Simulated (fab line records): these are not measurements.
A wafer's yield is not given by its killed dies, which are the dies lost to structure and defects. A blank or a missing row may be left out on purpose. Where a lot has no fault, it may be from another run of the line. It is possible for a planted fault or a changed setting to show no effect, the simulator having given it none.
fab line records ; flow sky130 ; part 1 of 2: steps 1 to 29 of 40
record lots=5; wafers=15; lastDay=50
route steps=708 shown METAL1@439 VIA1@458
lots untouched by any fault: they come from a run of this same line in which no faults occurred
startH: hours from the record's first day to the start of the lot's first wafer shown ; waitH: time in hours since the lot's previous step ; " unchanged from the row above ; L1.1+2: one row covering several wafers at once ; - value missing, or start not given ; * or withheld: withheld ; < > ~ a bound
route shown NAME@n: names a module that has steps shown in the file, with the first one's number in the route ; usual: average and standard deviation across the fault-free wafers ; same: alike in all rows ; chamber/n: place in a boat ; sites: each site's reading ; _std_site: the standard deviation of these ; _edge_site: mean of outer sites minus mean of inner sites ; radiusMm: for every site, how far away it sits from the centre of the wafer ; mask NAME#n: copy n ; behind: tool/chamber where the wafer was last shaped ; hold: what put the lot on hold/how long, in hours/how the hold closed ; device: transistor that didn't switch, given as n, p or np ; end of line: at the end of the route, the tests of the same wafers ; where a step has no rows: the recipe by itself ; killed: dies lost to structure and defects at the first sort, not the wafer's yield ; map: shows each die of a wafer: x if killed, . if not, _ if none is there
set.NAME: setting as actually run; set.NAME@STEP: the setting as run at that earlier step ; model.NAME: the simulator's own value behind a step, which no gauge read
lots seen at some steps along the route; tables by step, rows by wafer
services: when a tool's chamber went out of use (startH, in hours from the record's first day, below 0 if earlier), for how many hours, and the reason
## steps
# step SKY_METAL1_RS_MEAS_05
# recipe thkMeasGauge=four-point-probe; reads=TiN_of_METAL1_SPUTTER_04+Ti_of_METAL1_SPUTTER_03+AlCu_of_METAL1_SPUTTER_02+TiN_of_METAL1_SPUTTER_01+Ti_of_METAL1_SPUTTER_00
# usual METAL1_ALCU_RS=0.1274/0.0011
lot.wafer;tool;chamber;startH;waitH;METAL1_ALCU_RS[ohm/sq]
L076.1;filmMetro-03;-;745.58;0.0;0.1278
L076.2;filmMetro-03;-;745.58;0.0;0.1279
L076.6;filmMetro-03;-;745.58;0.0;0.1281
L086.2;filmMetro-01;-;885.09;0.0;0.1264
L086.5;filmMetro-01;-;885.09;0.0;0.1279
L086.6;filmMetro-01;-;885.09;0.0;0.1266
L090.1;filmMetro-03;-;885.78;0.0;0.1274
L090.4;filmMetro-03;-;885.78;0.0;0.1268
L090.5;filmMetro-03;-;885.78;0.0;0.1255
L096.1;filmMetro-04;-;896.14;0.0;0.1267
L096.2;filmMetro-04;-;896.14;0.0;0.1253
L096.4;filmMetro-04;-;896.14;0.0;0.1272
L097.2;filmMetro-01;-;903.10;0.0;0.1274
L097.3;filmMetro-01;-;903.10;0.0;0.1267
L097.5;filmMetro-01;-;903.10;0.0;0.1281
# step SKY_METAL1_THK_MEAS_06
# recipe thkMeasGauge=xrf; reads=AlCu_of_METAL1_SPUTTER_02
# usual METAL1_ALCU_THK=252.7/2.9
lot.wafer;tool;chamber;startH;waitH;METAL1_ALCU_THK[nm]
L076.1;filmMetro-03;-;745.70;0.1;252.7
L076.2;filmMetro-03;-;745.70;0.1;251.8
L076.6;filmMetro-03;-;745.70;0.1;249.9
L086.2;filmMetro-01;-;885.20;0.1;256.2
L086.5;filmMetro-01;-;885.20;0.1;252.8
L086.6;filmMetro-01;-;885.20;0.1;254.9
L090.1;filmMetro-03;-;885.90;0.1;254.9
L090.4;filmMetro-03;-;885.90;0.1;254.0
L090.5;filmMetro-03;-;885.90;0.1;257.6
L096.1;filmMetro-04;-;896.26;0.1;256.6
L096.2;filmMetro-04;-;896.26;0.1;257.9
L096.4;filmMetro-04;-;896.26;0.1;254.3
L097.2;filmMetro-01;-;903.21;0.1;251.8
L097.3;filmMetro-01;-;903.21;0.1;252.2
L097.5;filmMetro-01;-;903.21;0.1;253.1
# step SKY_METAL1_DEHYDRATE_07
# recipe tempC=200; timeS=60
lot.wafer;tool;chamber;startH;waitH
L076.1+2+6;lithoTrack-02;0;757.06;11.3
L086.2+5+6;lithoTrack-02;0;896.48;11.3
L090.1+4+5;lithoTrack-02;0;897.61;11.7
L096.1+2+4;lithoTrack-01;0;908.82;12.5
L097.2+3+5;lithoTrack-02;0;914.73;11.5
# step SKY_METAL1_HMDS_08
# recipe primeTimeS=60; primeTempC=120
lot.wafer;tool;chamber;startH;waitH
L076.1+2+6;lithoTrack-02;0;757.21;0.1
L086.2+5+6;lithoTrack-02;0;896.63;0.1
L090.1+4+5;lithoTrack-02;0;897.76;0.1
L096.1+2+4;lithoTrack-01;0;908.97;0.1
L097.2+3+5;lithoTrack-02;0;914.88;0.1
# step SKY_METAL1_COAT_09
# recipe resist=BARC; tempC=withheld; timeS=withheld; spinRpm=3000; resistThkNm=60
# usual spinSpeedRpm=3000.1/1.9
lot.wafer;tool;chamber;startH;waitH;spinSpeedRpm
L076.1;lithoTrack-02;0;757.36;0.1;2999.8
L076.2;lithoTrack-02;0;757.36;0.1;3002.9
L076.6;lithoTrack-02;0;757.36;0.1;3001.1
L086.2;lithoTrack-02;0;896.78;0.1;3000.9
L086.5;lithoTrack-02;0;896.78;0.1;2997.4
L086.6;lithoTrack-02;0;896.78;0.1;3001.0
L090.1;lithoTrack-02;0;897.91;0.1;3001.0
L090.4;lithoTrack-02;0;897.91;0.1;3001.7
L090.5;lithoTrack-02;0;897.91;0.1;3000.8
L096.1;lithoTrack-01;0;909.12;0.1;3001.2
L096.2;lithoTrack-01;0;909.12;0.1;2998.0
L096.4;lithoTrack-01;0;909.12;0.1;2999.6
L097.2;lithoTrack-02;0;915.03;0.1;2999.6
L097.3;lithoTrack-02;0;915.03;0.1;3000.9
L097.5;lithoTrack-02;0;915.03;0.1;2999.5
# step SKY_METAL1_COAT_10
# recipe resist=KrF-thick; spinRpm=3000; resistThkNm=450
# usual spinSpeedRpm=3000.4/2
lot.wafer;tool;chamber;startH;waitH;spinSpeedRpm
L076.1;lithoTrack-02;0;-;-;2998.7
L076.2;lithoTrack-02;0;-;-;3000.3
L076.6;lithoTrack-02;0;-;-;2999.0
L086.2;lithoTrack-02;0;-;-;2998.5
L086.5;lithoTrack-02;0;-;-;3002.2
L086.6;lithoTrack-02;0;-;-;3001.8
L090.1;lithoTrack-02;0;-;-;3000.5
L090.4;lithoTrack-02;0;-;-;3003.0
L090.5;lithoTrack-02;0;-;-;3001.3
L096.1;lithoTrack-01;0;-;-;2997.9
L096.2;lithoTrack-01;0;-;-;2999.9
L096.4;lithoTrack-01;0;-;-;2997.0
L097.2;lithoTrack-02;0;-;-;3001.1
L097.3;lithoTrack-02;0;-;-;3002.8
L097.5;lithoTrack-02;0;-;-;3001.0
# step SKY_METAL1_SOFTBAKE_11
# recipe tempC=100; timeS=85.9; resist=KrF-thick
lot.wafer;tool;chamber;startH;waitH
L076.1+2+6;lithoTrack-02;0;-;-
L086.2+5+6;lithoTrack-02;0;-;-
L090.1+4+5;lithoTrack-02;0;-;-
L096.1+2+4;lithoTrack-01;0;-;-
L097.2+3+5;lithoTrack-02;0;-;-
# step SKY_METAL1_EXPOSE_12
# recipe maskId=MM1; na=0.8; sourceShape=annular; sigmaInner=0.55; sigmaOuter=0.85; targetCdNm=140; doseMj=28
# usual stageVelMmS=500.02/0.23
# same na=0.8
lot.wafer;tool;chamber;startH;waitH;mask;stageVelMmS
L076.1;krfScanner-02;0;-;-;MM1#0;500.15
L076.2;krfScanner-02;0;-;-;MM1#0;499.75
L076.6;krfScanner-02;0;-;-;MM1#0;500.27
L086.2;krfScanner-01;0;-;-;MM1#0;500.38
L086.5;krfScanner-01;0;-;-;MM1#0;500.03
L086.6;krfScanner-01;0;-;-;MM1#0;500.61
L090.1;krfScanner-02;0;-;-;MM1#0;499.97
L090.4;krfScanner-02;0;-;-;MM1#0;500.25
L090.5;krfScanner-02;0;-;-;MM1#0;499.99
L096.1;krfScanner-01;0;-;-;MM1#0;500.03
L096.2;krfScanner-01;0;-;-;MM1#0;500.03
L096.4;krfScanner-01;0;-;-;MM1#0;500.29
L097.2;krfScanner-02;0;-;-;MM1#0;499.41
L097.3;krfScanner-02;0;-;-;MM1#0;500.26
L097.5;krfScanner-02;0;-;-;MM1#0;500.05
# step SKY_METAL1_PEB_13
# recipe pebTempC=withheld; pebTimeS=withheld; resist=KrF-thick
lot.wafer;tool;chamber;startH;waitH
L076.1+2+6;lithoTrack-02;0;-;-
L086.2+5+6;lithoTrack-01;0;-;-
L090.1+4+5;lithoTrack-02;0;-;-
L096.1+2+4;lithoTrack-04;0;-;-
L097.2+3+5;lithoTrack-02;0;-;-
# step SKY_METAL1_DEVELOP_14
# recipe developTimeS=60; resist=KrF-thick; devTempC=21
lot.wafer;tool;chamber;startH;waitH
L076.1+2+6;lithoTrack-02;0;-;-
L086.2+5+6;lithoTrack-01;0;-;-
L090.1+4+5;lithoTrack-02;0;-;-
L096.1+2+4;lithoTrack-04;0;-;-
L097.2+3+5;lithoTrack-02;0;-;-
# step SKY_METAL1_CD_MEAS_15
# recipe targetCdNm=140
# usual cdNm=140.1/1.4
lot.wafer;tool;chamber;startH;waitH;cdNm
L076.1;cdSem-02;-;771.11;-;141.0
L076.2;cdSem-02;-;771.11;-;141.7
L076.6;cdSem-02;-;771.11;-;140.9
L086.2;cdSem-01;-;910.79;-;138.8
L086.5;cdSem-01;-;910.79;-;137.8
L086.6;cdSem-01;-;910.79;-;139.3
L090.1;cdSem-01;-;911.81;-;140.1
L090.4;cdSem-01;-;911.81;-;141.1
L090.5;cdSem-01;-;911.81;-;140.2
L096.1;cdSem-01;-;920.99;-;140.0
L096.2;cdSem-01;-;920.99;-;138.0
L096.4;cdSem-01;-;920.99;-;139.1
L097.2;cdSem-02;-;928.03;-;142.2
L097.3;cdSem-02;-;928.03;-;143.1
L097.5;cdSem-02;-;928.03;-;141.0
# step SKY_METAL1_OVL_MEAS_16
# usual METAL1_OVL=2/4.8
lot.wafer;tool;chamber;startH;waitH;METAL1_OVL[nm]
L076.1;overlay-02;-;771.23;0.1;4
L076.2;overlay-02;-;771.23;0.1;8
L076.6;overlay-02;-;771.23;0.1;6
L086.2;overlay-01;-;910.89;0.1;2
L086.5;overlay-01;-;910.89;0.1;6
L086.6;overlay-01;-;910.89;0.1;3
L090.1;overlay-01;-;911.93;0.1;0
L090.4;overlay-01;-;911.93;0.1;-4
L090.5;overlay-01;-;911.93;0.1;2
L096.1;overlay-02;-;921.11;0.1;7
L096.2;overlay-02;-;921.11;0.1;9
L096.4;overlay-02;-;921.11;0.1;6
L097.2;overlay-01;-;928.14;0.1;2
L097.3;overlay-01;-;928.14;0.1;0
L097.5;overlay-01;-;928.14;0.1;3
# step SKY_METAL1_DESCUM_17
# recipe chemistry=O2; sourcePowerW=150; biasPowerW=0; pressureMtorr=10; tempC=40; timeS=8
# usual drypumpMotorCurrentA=5.6/0.37; oesProductAu=1.001/0.0087
lot.wafer;tool;chamber;startH;waitH;drypumpMotorCurrentA;oesProductAu;rfHoursCounterH
L076.1;rieMetal-04;1;771.26;0.0;5.2;1.007;15
L076.2;rieMetal-04;0;771.26;0.0;6.0;1.008;8
L076.6;rieMetal-04;1;771.26;0.0;5.2;0.996;-
L086.2;rieMetal-02;0;910.92;0.0;5.8;1.000;2
L086.5;rieMetal-02;1;910.92;0.0;5.7;0.995;-
L086.6;rieMetal-02;0;910.92;0.0;5.8;0.992;-
L090.1;rieMetal-03;0;911.97;0.0;6.0;0.992;6
L090.4;rieMetal-03;1;911.97;0.0;5.1;1.015;-
L090.5;rieMetal-03;0;911.97;0.0;6.0;0.991;-
L096.1;rieMetal-02;0;921.15;0.0;5.8;1.002;3
L096.2;rieMetal-02;1;921.15;0.0;5.7;0.996;5
L096.4;rieMetal-02;1;921.15;0.0;5.7;0.995;-
L097.2;rieMetal-03;0;928.17;0.0;6.0;0.992;7
L097.3;rieMetal-03;1;928.17;0.0;5.1;1.018;-
L097.5;rieMetal-03;0;928.17;0.0;6.0;0.990;-
# step SKY_METAL1_ETCH_18
# recipe chemistry=N2/H2; target=BARC; ionEnergyEv=200; biasW=100; pressureMtorr=30; n2FlowSccm=100; h2FlowSccm=200; icpW=482.9; stopOn=SiO2; timeS=45.9; targetDepthA=600
# usual drypumpMotorCurrentA=5.7/0.37; n2FlowSccm=100.1/0.32; oesProductAu=0.856/0.0049; throttleValvePct=13.225/0.0084
lot.wafer;tool;chamber;startH;waitH;drypumpMotorCurrentA;n2FlowSccm;oesProductAu;rfHoursCounterH;throttleValvePct
L076.1;rieMetal-04;1;771.30;0.0;5.2;100.2;0.856;15;13.226
L076.2;rieMetal-04;0;771.30;0.0;6.0;100.1;0.852;8;13.232
L076.6;rieMetal-04;1;771.30;0.0;5.2;100.0;0.856;-;13.228
L086.2;rieMetal-02;0;910.95;0.0;5.8;100.6;0.847;2;13.231
L086.5;rieMetal-02;1;910.95;0.0;5.7;99.6;0.852;-;13.224
L086.6;rieMetal-02;0;910.95;0.0;5.8;100.6;0.859;-;13.234
L090.1;rieMetal-03;0;912.00;0.0;6.0;100.8;0.865;6;13.226
L090.4;rieMetal-03;1;912.00;0.0;5.1;100.0;0.865;-;13.245
L090.5;rieMetal-03;0;912.00;0.0;6.0;100.7;0.867;-;13.237
L096.1;rieMetal-02;0;921.18;0.0;5.8;99.8;0.853;3;13.235
L096.2;rieMetal-02;1;921.18;0.0;5.7;100.2;0.856;5;13.223
L096.4;rieMetal-02;1;921.18;0.0;5.7;100.2;0.857;-;13.223
L097.2;rieMetal-03;0;928.20;0.0;6.0;100.3;0.851;7;13.217
L097.3;rieMetal-03;1;928.20;0.0;5.1;99.8;0.867;-;13.228
L097.5;rieMetal-03;0;928.20;0.0;6.0;100.6;0.852;-;13.206
# step SKY_METAL1_METAL_ETCH_19
# recipe targetDepthA=3600; stopOn=SiO2; overEtchFrac=0.3; timeS=78; chemistry=Cl2/BCl3; resistSidewallDeg=88; pressureMtorr=10; icpW=900; biasW=48.5; Cl2_flow_sccm=60; bcl3FlowSccm=30
# usual drypumpMotorCurrentA=5.6/0.37; oesProductAu=0.853/0.0052; throttleValvePct=22.264/0.0088
lot.wafer;tool;chamber;startH;waitH;drypumpMotorCurrentA;oesProductAu;rfHoursCounterH;throttleValvePct
L076.1;rieMetal-04;1;771.36;0.0;5.2;0.854;15;22.262
L076.2;rieMetal-04;0;771.36;0.0;6.0;0.847;8;22.269
L076.6;rieMetal-04;1;771.36;0.0;5.2;0.862;-;22.273
L086.2;rieMetal-02;0;911.02;0.0;5.8;0.866;2;22.260
L086.5;rieMetal-02;1;911.02;0.0;5.7;0.850;-;22.265
L086.6;rieMetal-02;0;911.02;0.0;5.8;0.856;-;22.271
L090.1;rieMetal-03;0;912.06;0.0;6.0;0.854;6;22.275
L090.4;rieMetal-03;1;912.06;0.0;5.1;0.857;-;22.265
L090.5;rieMetal-03;0;912.06;0.0;6.0;0.859;-;22.266
L096.1;rieMetal-02;0;921.24;0.0;5.8;0.852;3;22.256
L096.2;rieMetal-02;1;921.24;0.0;5.7;0.862;5;22.279
L096.4;rieMetal-02;1;921.24;0.0;5.7;0.853;-;22.274
L097.2;rieMetal-03;0;928.26;0.0;6.0;0.853;7;22.279
L097.3;rieMetal-03;1;928.26;0.0;5.1;0.851;-;22.259
L097.5;rieMetal-03;0;928.26;0.0;6.0;0.849;-;22.269
# step SKY_METAL1_STRIP_20
# recipe chemistry=O2/N2; powerW=1400; pressureMtorr=1500; platenTempC=withheld; o2FlowSccm=3000; n2FlowSccm=300; overashFraction=0.5
# usual drypumpMotorCurrentA=5.6/0.43; n2FlowSccm=300.0/0.88; oesProductAu=0.344/0.0048; stripTimeToEndpointS=2.72/0.041
lot.wafer;tool;chamber;startH;waitH;drypumpMotorCurrentA;n2FlowSccm;oesProductAu;rfHoursCounterH;stripTimeToEndpointS
L076.1;plasmaAsher-01;1;771.45;0.1;5.3;301.2;0.349;99;2.71
L076.2;plasmaAsher-01;0;771.45;0.1;6.6;299.3;0.347;99;2.77
L076.6;plasmaAsher-01;1;771.45;0.1;5.3;298.7;0.354;-;2.72
L086.2;plasmaAsher-04;1;911.11;0.1;5.7;299.1;0.349;44;2.73
L086.5;plasmaAsher-04;0;911.11;0.1;5.5;299.5;0.347;-;2.76
L086.6;plasmaAsher-04;1;911.11;0.1;5.6;300.7;0.342;-;2.75
L090.1;plasmaAsher-03;1;912.15;0.1;5.5;300.0;0.348;80;2.81
L090.4;plasmaAsher-03;1;912.15;0.1;5.5;299.8;0.348;-;2.71
L090.5;plasmaAsher-03;1;912.15;0.1;5.5;300.5;0.350;-;2.80
L096.1;plasmaAsher-03;0;921.33;0.1;5.2;299.6;0.341;81;2.73
L096.2;plasmaAsher-03;1;921.33;0.1;5.4;300.7;0.346;81;2.73
L096.4;plasmaAsher-03;1;921.33;0.1;5.5;299.2;0.345;-;2.76
L097.2;plasmaAsher-04;1;928.35;0.1;5.7;299.9;0.340;46;2.73
L097.3;plasmaAsher-04;0;928.35;0.1;5.4;299.3;0.347;-;2.63
L097.5;plasmaAsher-04;1;928.35;0.1;5.7;300.5;0.341;-;2.74
# step SKY_METAL1_STRIP_21
# recipe chemistry=postEtchResidueRemover; timeS=1200; tempC=72.5
lot.wafer;tool;chamber;startH;waitH
L076.1+2+6;wetBench-01;1;771.55;0.1
L086.2+5+6;wetBench-01;3;911.21;0.1
L090.1+4+5;wetBench-03;3;912.25;0.1
L096.1+2+4;wetBench-01;2;921.43;0.1
L097.2+3+5;wetBench-02;3;928.45;0.1
# step SKY_METAL1_CLEAN_22
# recipe chemistry=IPA; timeS=180; tempC=25
lot.wafer;tool;chamber;startH;waitH
L076.1+2+6;wetBench-03;0;771.89;0.0
L086.2+5+6;wetBench-02;3;911.55;0.0
L090.1+4+5;wetBench-02;1;912.59;0.0
L096.1+2+4;wetBench-03;2;921.78;0.0
L097.2+3+5;wetBench-01;3;928.79;0.0
# step SKY_METAL1_CLEAN_23
# recipe chemistry=O3/DIW; dry=n2Spin
lot.wafer;tool;chamber;startH;waitH
L076.1+2+6;wetBench-02;2;772.01;0.0
L086.2+5+6;wetBench-01;0;911.61;0.0
L090.1+4+5;wetBench-01;0;912.65;0.0
L096.1+2+4;wetBench-02;3;921.83;0.0
L097.2+3+5;wetBench-03;2;928.85;0.0
# step SKY_VIA1_HDPCVD_00
# recipe material=SiO2; targetThkNm=1030; sigmaOpenFrac=0.3; timeS=171.7; tempC=400; sih4FlowSccm=60; pressureMtorr=6
lot.wafer;tool;chamber;startH;waitH
L076.1+2+6;hdpcvd-02;0,2,2;772.11;0.0
L086.2+5+6;hdpcvd-02;0,2,1;911.70;0.0
L090.1+4+5;hdpcvd-02;1,1,0;912.74;0.0
L096.1+2+4;hdpcvd-01;2,0,0;921.93;0.0
L097.2+3+5;hdpcvd-02;1,2,2;928.94;0.0
# step SKY_VIA1_THK_MEAS_01
# recipe reads=SiO2_of_VIA1_HDPCVD_00
# usual VIA1_HDPCVD_THK=1033/8.3
lot.wafer;tool;chamber;startH;waitH;VIA1_HDPCVD_THK[nm]
L076.1;filmMetro-01;-;772.22;0.1;1039
L076.2;filmMetro-01;-;772.22;0.1;1029
L076.6;filmMetro-01;-;772.22;0.1;1038
L086.2;filmMetro-02;-;911.82;0.1;1033
L086.5;filmMetro-02;-;911.82;0.1;1049
L086.6;filmMetro-02;-;911.82;0.1;1034
L090.1;filmMetro-03;-;912.85;0.1;1033
L090.4;filmMetro-03;-;912.85;0.1;1040
L090.5;filmMetro-03;-;912.85;0.1;1028
L096.1;filmMetro-03;-;922.04;0.1;1041
L096.2;filmMetro-03;-;922.04;0.1;1026
L096.4;filmMetro-03;-;922.04;0.1;1036
L097.2;filmMetro-02;-;929.06;0.1;1037
L097.3;filmMetro-02;-;929.06;0.1;1031
L097.5;filmMetro-02;-;929.06;0.1;1043
# step SKY_VIA1_CMP_02
# recipe material=SiO2; downForcePsi=4; platenRpm=60; padVelocityMS=0.94248
# usual motorCurrentA=12.5/1.3
lot.wafer;tool;chamber;startH;waitH;motorCurrentA
L076.2;cmp-01;0;772.28;0.0;12.3
L076.1;cmp-01;3;772.28;0.0;11.6
L076.6;cmp-01;0;772.28;0.0;13.8
L086.2;cmp-01;2;911.97;0.1;10.5
L086.5;cmp-01;0;911.97;0.1;13.4
L086.6;cmp-01;1;911.97;0.1;12.4
L090.1;cmp-02;1;912.96;0.1;13.0
L090.4;cmp-02;2;912.96;0.1;12.1
L090.5;cmp-02;0;912.96;0.1;12.4
L096.2;cmp-02;1;922.15;0.1;12.9
L096.1;cmp-02;2;922.15;0.1;11.5
L096.4;cmp-02;3;922.15;0.1;15.5
L097.3;cmp-01;1;929.21;0.1;12.5
L097.2;cmp-01;2;929.21;0.1;10.4
L097.5;cmp-01;0;929.21;0.1;13.7
# step SKY_VIA1_BOW_MEAS_03
# recipe mode=bow
# usual VIA1_BOW=80/7.6
lot.wafer;tool;chamber;startH;waitH;VIA1_BOW[um]
L076.1;filmMetro-02;-;772.58;0.1;91
L076.2;filmMetro-02;-;772.58;0.1;78
L076.6;filmMetro-02;-;772.58;0.1;85
L086.2;filmMetro-03;-;912.19;0.2;73
L086.5;filmMetro-03;-;912.19;0.2;78
L086.6;filmMetro-03;-;912.19;0.2;70
L090.1;filmMetro-02;-;913.21;0.2;69
L090.4;filmMetro-02;-;913.21;0.2;80
L090.5;filmMetro-02;-;913.21;0.2;73
L096.1;filmMetro-01;-;922.40;0.1;70
L096.2;filmMetro-01;-;922.40;0.1;76
L096.4;filmMetro-01;-;922.40;0.1;77
L097.2;filmMetro-01;-;929.43;0.1;77
L097.3;filmMetro-01;-;929.43;0.1;84
L097.5;filmMetro-01;-;929.43;0.1;81
# step SKY_VIA1_DEHYDRATE_04
# recipe tempC=200; timeS=60
lot.wafer;tool;chamber;startH;waitH
L076.1+2+6;lithoTrack-02;0;784.26;11.7
L086.2+5+6;lithoTrack-03;0;922.70;10.5
L090.1+4+5;lithoTrack-03;0;924.27;11.0
L096.1+2+4;lithoTrack-02;0;935.01;12.6
L097.2+3+5;lithoTrack-04;0;940.52;11.1
# step SKY_VIA1_HMDS_05
# recipe primeTimeS=60; primeTempC=120
lot.wafer;tool;chamber;startH;waitH
L076.1+2+6;lithoTrack-02;0;784.41;0.1
L086.2+5+6;lithoTrack-03;0;922.85;0.1
L090.1+4+5;lithoTrack-03;0;924.42;0.1
L096.1+2+4;lithoTrack-02;0;935.16;0.1
L097.2+3+5;lithoTrack-04;0;940.67;0.1
# step SKY_VIA1_COAT_06
# recipe resist=BARC; tempC=withheld; timeS=withheld; spinRpm=3000; resistThkNm=60
# usual spinSpeedRpm=2999.9/2
lot.wafer;tool;chamber;startH;waitH;spinSpeedRpm
L076.1;lithoTrack-02;0;784.56;0.1;3000.5
L076.2;lithoTrack-02;0;784.56;0.1;3001.3
L076.6;lithoTrack-02;0;784.56;0.1;3002.4
L086.2;lithoTrack-03;0;923.00;0.1;3001.1
L086.5;lithoTrack-03;0;923.00;0.1;3001.2
L086.6;lithoTrack-03;0;923.00;0.1;3001.6
L090.1;lithoTrack-03;0;924.57;0.1;2997.3
L090.4;lithoTrack-03;0;924.57;0.1;2999.4
L090.5;lithoTrack-03;0;924.57;0.1;2998.3
L096.1;lithoTrack-02;0;935.31;0.1;3000.6
L096.2;lithoTrack-02;0;935.31;0.1;2998.0
L096.4;lithoTrack-02;0;935.31;0.1;2999.6
L097.2;lithoTrack-04;0;940.82;0.1;3000.1
L097.3;lithoTrack-04;0;940.82;0.1;3002.5
L097.5;lithoTrack-04;0;940.82;0.1;2996.2
# step SKY_VIA1_COAT_07
# recipe resist=KrF-thick; spinRpm=3000; resistThkNm=450
# usual spinSpeedRpm=3000.2/2.1
lot.wafer;tool;chamber;startH;waitH;spinSpeedRpm
L076.1;lithoTrack-02;0;-;-;3002.3
L076.2;lithoTrack-02;0;-;-;3001.6
L076.6;lithoTrack-02;0;-;-;3004.4
L086.2;lithoTrack-03;0;-;-;2997.5
L086.5;lithoTrack-03;0;-;-;2998.4
L086.6;lithoTrack-03;0;-;-;3001.6
L090.1;lithoTrack-03;0;-;-;2999.6
L090.4;lithoTrack-03;0;-;-;3002.9
L090.5;lithoTrack-03;0;-;-;3000.6
L096.1;lithoTrack-02;0;-;-;3000.7
L096.2;lithoTrack-02;0;-;-;3002.1
L096.4;lithoTrack-02;0;-;-;3002.7
L097.2;lithoTrack-04;0;-;-;2997.3
L097.3;lithoTrack-04;0;-;-;2999.1
L097.5;lithoTrack-04;0;-;-;2998.5
# step SKY_VIA1_SOFTBAKE_08
# recipe tempC=100; timeS=90; resist=KrF-thick
lot.wafer;tool;chamber;startH;waitH
L076.1+2+6;lithoTrack-02;0;-;-
L086.2+5+6;lithoTrack-03;0;-;-
L090.1+4+5;lithoTrack-03;0;-;-
L096.1+2+4;lithoTrack-02;0;-;-
L097.2+3+5;lithoTrack-04;0;-;-
# step SKY_VIA1_EXPOSE_09
# recipe maskId=VIM; na=0.8; sourceShape=annular; sigmaInner=0.55; sigmaOuter=0.85; targetCdNm=150; doseMj=38
# usual stageVelMmS=499.97/0.24
# same na=0.8
lot.wafer;tool;chamber;startH;waitH;mask;stageVelMmS
L076.1;krfScanner-02;0;-;-;VIM#0;499.67
L076.2;krfScanner-02;0;-;-;VIM#0;499.63
L076.6;krfScanner-02;0;-;-;VIM#0;499.55
L086.2;krfScanner-02;0;-;-;VIM#0;500.09
L086.5;krfScanner-02;0;-;-;VIM#0;500.14
L086.6;krfScanner-02;0;-;-;VIM#0;499.78
L090.1;krfScanner-02;0;-;-;VIM#0;500.14
L090.4;krfScanner-02;0;-;-;VIM#0;500.15
L090.5;krfScanner-02;0;-;-;VIM#0;499.80
L096.1;krfScanner-02;0;-;-;VIM#0;499.78
L096.2;krfScanner-02;0;-;-;VIM#0;500.10
L096.4;krfScanner-02;0;-;-;VIM#0;499.50
L097.2;krfScanner-01;0;-;-;VIM#0;499.87
L097.3;krfScanner-01;0;-;-;VIM#0;499.94
L097.5;krfScanner-01;0;-;-;VIM#0;500.11
